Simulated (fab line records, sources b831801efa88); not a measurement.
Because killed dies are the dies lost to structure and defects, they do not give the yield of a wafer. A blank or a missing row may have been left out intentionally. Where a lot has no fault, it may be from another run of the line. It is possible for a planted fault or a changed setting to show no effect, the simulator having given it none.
fab line records ; flow sfq-line
[record] lots = 14; wafers = 42; last-day = 87
route steps=325 shown M0@39
lots that met no fault: from a run of the same line without faults
start-h: hours from the record's first day to the start of the lot's first wafer shown ; wait-h: hours from the lot's prior step to this one ; " same as the row above ; L1.1+2: a row that stands for several wafers ; - either no value or no given start ; * or withheld: withheld ; < > ~ a bound
route shown NAME@n: a module of which the file shows steps, and the number in the route of the first ; usual: mean/standard deviation taken from wafers without a fault ; same: alike in all rows ; chamber/n: place in a boat ; sites: readings site by site ; _std_site: how widely they spread, as a standard deviation ; _edge_site: mean of outer sites minus mean of inner sites ; radius-mm: how far each site lies from the wafer's centre ; mask NAME#n: copy n ; behind: tool/chamber where the wafer was last shaped ; hold: why the lot was held/for how many hours/how that ended ; device: the transistor (n, p or np) that didn't switch ; end of line: the same wafers' tests at the end of the route ; step lacking rows: just its recipe ; killed: count of dies lost to structure and defects at first sort (not the wafer's yield) ; map: dies across one wafer; x = killed, . = not, _ = none there
set.NAME: the setting the step ran with; set.NAME@STEP: the setting that earlier step ran with ; model.NAME: the simulator's own value behind a step, which no gauge read
route steps across a sampled set of lots; one table per step, one row per wafer
services: from which hour (start-h, from the record's first day; less than 0 if before it) a tool's chamber was out of use, for how many hours, and why
[[steps]]
[step SFQ_TRILAYER_M0_BARC_OPEN_METAL_ETCH_031]
[recipe] mask-material = PR; chemistry = O2; target-depth-nm = 125; target = BARC; icp-w = 600; bias-w = 80; pressure-mtorr = 10; time-s = 41.7
[usual] bias-w = 79.95/0.24; drypump-motor-current-A = 5.93/0.24; oes-product-au = 0.685/0.0045; rf-fwd-power-W = 592/3.5
lot.wafer;tool;chamber;start-h;wait-h;bias-w;drypump-motor-current-A;oes-product-au;rf-fwd-power-W;rf-hours-counter-h
L726.1;rie-metal-01;1;180.49;0.0;79.89;6.30;0.688;592;10
L726.3;rie-metal-01;0;180.49;0.0;80.24;6.08;0.686;592;-
L726.4;rie-metal-01;1;180.49;0.0;80.13;6.34;0.686;595;-
L727.2;rie-metal-02;1;181.69;0.0;79.74;5.78;0.678;591;114
L727.4;rie-metal-02;0;181.69;0.0;79.46;5.63;0.684;595;-
L727.6;rie-metal-02;1;181.69;0.0;79.72;5.75;0.687;592;-
L729.1;rie-metal-02;1;196.09;0.0;79.86;5.75;0.682;590;117
L729.5;rie-metal-02;1;196.09;0.0;80.35;5.73;0.691;589;-
L729.6;rie-metal-02;0;196.09;0.0;79.28;5.64;0.683;600;-
L730.1;rie-metal-01;1;200.69;0.0;80.27;6.30;0.687;593;13
L730.2;rie-metal-01;0;200.69;0.0;79.91;6.15;0.685;592;154
L730.4;rie-metal-01;1;200.69;0.0;79.94;6.28;0.681;593;-
L731.2;rie-metal-03;1;206.69;0.0;80.15;5.95;0.680;591;25
L731.4;rie-metal-03;0;206.69;0.0;79.91;5.91;0.686;593;-
L731.6;rie-metal-03;0;206.69;0.0;79.88;5.91;0.688;596;-
L732.2;rie-metal-01;1;217.49;0.0;80.14;6.30;0.684;591;16
L732.4;rie-metal-01;0;217.49;0.0;79.73;6.13;0.683;591;-
L732.6;rie-metal-01;0;217.49;0.0;79.89;6.14;0.685;594;-
L733.3;rie-metal-03;0;240.56;0.0;79.79;5.93;0.680;595;-
L733.4;rie-metal-03;1;240.56;0.0;80.21;5.97;0.680;593;-
L733.5;rie-metal-03;0;240.56;0.0;79.71;5.92;0.681;598;-
L734.3;rie-metal-01;1;326.86;0.0;80.01;6.33;0.683;589;-
L734.5;rie-metal-01;0;326.86;0.0;79.89;6.13;0.684;590;-
L734.6;rie-metal-01;1;326.86;0.0;79.72;6.31;0.684;591;-
L737.1;rie-metal-01;0;352.04;0.0;79.71;6.12;0.689;592;177
L737.4;rie-metal-01;1;352.04;0.0;79.95;6.32;0.686;589;-
L737.6;rie-metal-01;0;352.04;0.0;79.93;6.12;0.675;593;-
L742.1;rie-metal-02;0;389.22;0.0;79.35;5.63;0.681;595;59
L742.3;rie-metal-02;1;389.22;0.0;79.89;5.75;0.680;586;-
L742.4;rie-metal-02;0;389.22;0.0;79.88;5.66;0.684;596;-
L743.2;rie-metal-02;0;402.31;0.0;83.34;5.65;0.686;598;61
L743.3;rie-metal-02;1;402.31;0.0;80.06;5.78;0.686;588;-
L743.6;rie-metal-02;1;402.31;0.0;80.02;5.77;0.672;588;-
L744.1;rie-metal-02;0;407.11;0.0;83.47;5.64;0.676;596;61
L744.4;rie-metal-02;1;407.11;0.0;79.71;5.75;0.682;587;-
L744.5;rie-metal-02;1;407.11;0.0;79.76;5.75;0.687;588;-
L746.1;rie-metal-01;0;433.93;0.0;80.00;6.10;0.684;591;4
L746.3;rie-metal-01;1;433.93;0.0;80.12;6.29;0.686;593;-
L746.5;rie-metal-01;1;433.93;0.0;80.42;6.28;0.689;591;-
L748.2;rie-metal-01;0;444.73;0.0;80.08;6.10;0.680;592;6
L748.5;rie-metal-01;1;444.73;0.0;80.37;6.31;0.688;593;-
L748.6;rie-metal-01;0;444.73;0.0;80.34;6.09;0.674;592;-
[[services]]
tool;chamber;start-h;hours;kind
rie-metal-01;-;171.02;0.2;repair
rie-metal-02;0;175.34;5.9;repair
rie-metal-02;0;255.51;19.2;repair
rie-metal-01;-;365.35;0.3;repair
rie-metal-01;0;372.32;9.3;repair
rie-metal-01;0;381.66;-;clean
rie-metal-01;0;381.66;20.2;scheduled-down
rie-metal-01;0;381.66;20.2;vent-cycle
rie-metal-03;0;411.63;-;clean
rie-metal-03;0;411.63;28.5;scheduled-down
rie-metal-03;0;411.63;28.5;vent-cycle
[[key]]
[first-sign] step = SFQ_TRILAYER_M0_BARC_OPEN_METAL_ETCH_031; reading = bias-w; direction = up; sigmas = 14; usual = 79.95; struck = 83.40
effect none on later readings
met-at SFQ_TRILAYER_M0_BARC_OPEN_METAL_ETCH_031
struck-lots L743,L744
struck-wafers L743.2,L744.1
onset-between 389.22 402.31
[fault] kind = process-parameter-drift; tool = rie-metal-02; chamber = 0; onset-h = 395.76; steps = SFQ_TRILAYER_M0_BARC_OPEN_METAL_ETCH_031; channel = bias-w; offset = 3.4067; shape = step; end-h = 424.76; acts-in = these-recipes-only; stated = 80
